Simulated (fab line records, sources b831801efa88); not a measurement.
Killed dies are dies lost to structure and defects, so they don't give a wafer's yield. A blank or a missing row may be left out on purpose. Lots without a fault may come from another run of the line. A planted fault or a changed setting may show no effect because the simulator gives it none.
One fault seen from 2 desks | flow sky130 | each desk has only its own numbers; what lay behind them comes last

THE METROLOGY DESK
What the gauges read, lot by lot, whatever tool the lot ran on: means of the sampled wafers that have a number. A lot is out of limits, marked OUT, if its mean lies more than 4 standard deviations from the usual mean; the brackets give that distance.
Columns: A = PWDE_TW at SKY_PWDE_TW_MEAS_10, usual 374; B = NWELL_00_OVL at SKY_NWELL_OVL_MEAS_10, usual 0.0 nm
lot  | first seen here | A   | B
L292 | day 4 00:14     | 368 | 2.3
L297 | day 5 10:53     | 371 | 2.1
L306 | day 7 07:52     | 369 | 0.1
L309 | day 8 01:50     | 367 | 0.9
L311 | day 8 16:23     | 368 | -0.8
L312 | day 8 18:01     | 381 | -1.2
This desk's finding: nothing out of limits on any of the 6 lots.

THE TOOL OWNER'S DESK: implanter-03
The tool's own readings at SKY_NWELL_IMPLANT_13: means of the sampled wafers that have a number, for each lot that ran on this tool. A lot is out of limits, marked OUT, if its mean lies more than 4 standard deviations from the usual mean; the brackets give that distance.
Columns: A = beam_on_s at SKY_NWELL_IMPLANT_13, usual 9.95 s; B = dose_ions_cm2 at SKY_NWELL_IMPLANT_13, usual 7e+11; C = faraday_current_uA at SKY_NWELL_IMPLANT_13, usual 3.97
lot  | first seen here | A                | B     | C
L292 | day 4 16:30     | 10.01            | 7e+11 | 3.94
L306 | day 8 04:04     | 11.16 (+5.5) OUT | 7e+11 | 3.53 (-5.1) OUT
L309 | day 8 22:23     | 11.33 (+6.3) OUT | 7e+11 | 3.49 (-5.7) OUT
This desk's finding: out of limits on L306, L309; first on L306, day 8 04:04 (beam_on_s at SKY_NWELL_IMPLANT_13). In limits: L292.

PUT TOGETHER
The tool owner's desk could have raised an alarm at day 8 04:04, on L306, L309.
The metrology desk saw nothing out of limits.
The metrology desk has L306, L309 on record, within its limits.
Of the lots named, all ran SKY_NWELL_IMPLANT_13 on implanter-03.

WHAT THE SIMULATOR HAD PUT IN
Process parameter drift: implanter-03, from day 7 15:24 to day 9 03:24, at SKY_NWELL_IMPLANT_13. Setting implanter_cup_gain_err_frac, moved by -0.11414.
Lots struck among those shown: L306, L309.
Hours from the fault's start to each desk's first reading out of limits: the tool owner's desk, 13.
